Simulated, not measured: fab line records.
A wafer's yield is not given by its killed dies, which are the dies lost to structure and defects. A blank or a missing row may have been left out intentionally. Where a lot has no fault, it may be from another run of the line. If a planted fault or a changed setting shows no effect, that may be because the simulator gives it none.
Comparing a struck lot with a sound one	flow gf180mcu	14 steps out of a route of 602
Sound: the wafers L893.3, L893.5, L893.6. Struck: wafers L905.3, L905.4, L905.6. The cause is given at the end.
At each step with rows: each side's tool, then ch and its chambers, then its first start. Under that, the readings that differ: sound wafers	struck wafers	difference of the means	sigmas: that difference in standard deviations of wafers without a fault.
alike: readings with means less than 2 such deviations apart, plus words and numbers identical on both sides. not compared: withheld readings, readings lacking a value on some wafer, bounds such as >300 that could conceal the same value, and numbers that have no deviation in the record and whose values overlap.
The two part at a step that has a row with sigmas, a row that says differs or no value, or rows on one side only. Numbers that have no deviation but don't overlap get no sigmas and don't part them. Lack of a reading on every wafer of one side parts them only where that side has two or more wafers.

GF_VT_IMPLANT_RS_MEAS_49: the measuring method here is four-point-probe.
  sound on filmMetro-04 at day 8 09:41; struck on filmMetro-04 at day 11 18:38
reading	sound	struck	difference	sigmas
MVPSD_RS (ohm/sq)	1173 1173 1173	1163 1166 1165	-8	-3
then, 4 steps without rows for these wafers: GF_VT_IMPLANT_WET_ETCH_50 (etches SiO2 in dHF, target depth 20 nm, time 400 s); GF_DUAL_GATE_CLEAN_00 (cleans in SC1/SC2, time 150 s); GF_DUAL_GATE_CLEAN_01 (cleans in dHF, time 20 s); GF_DUAL_GATE_OXIDATION_02 (stabilise 600 s, purge 300 s, target thk 10.887 nm).
GF_DUAL_GATE_THK_MEAS_03:
  sound on filmMetro-01 at day 8 16:22; struck on filmMetro-02 at day 11 20:25
  alike: DUAL_GATE_OXIDATION_00_THK
then, 6 steps without rows for these wafers: GF_DUAL_GATE_DEHYDRATE_04 (time 60 s); GF_DUAL_GATE_HMDS_05 (prime time 60 s); GF_DUAL_GATE_COAT_06 (resist thk 1000 nm); GF_DUAL_GATE_SOFTBAKE_07 (time 60 s); GF_DUAL_GATE_EXPOSE_08 (exposes mask Dualgate, target cd 700 nm); GF_DUAL_GATE_PEB_09.
GF_DUAL_GATE_DEVELOP_10: develop time 60 s.
  struck on lithoTrack-03, day 12 15:07; sound on lithoTrack-03 ch 0, day 9 08:37
  no value came back on the struck wafers for chillPlateTempC (C), developTimeS (s); on the sound wafers chillPlateTempC (C) reads 22.90 22.91 22.92
GF_DUAL_GATE_OVL_MEAS_11:
  sound on overlay-02 at day 9 08:44; struck on overlay-01 at day 12 15:14
reading	sound	struck	difference	sigmas
DUAL_GATE_OVL (nm)	-1.2 -1.3 -2.0	- - -	no value on the struck wafers	

WHERE THEY PART
At GF_VT_IMPLANT_RS_MEAS_49 first; at GF_DUAL_GATE_OVL_MEAS_11 last (within this record only).

WHY: what had been put in by the simulator
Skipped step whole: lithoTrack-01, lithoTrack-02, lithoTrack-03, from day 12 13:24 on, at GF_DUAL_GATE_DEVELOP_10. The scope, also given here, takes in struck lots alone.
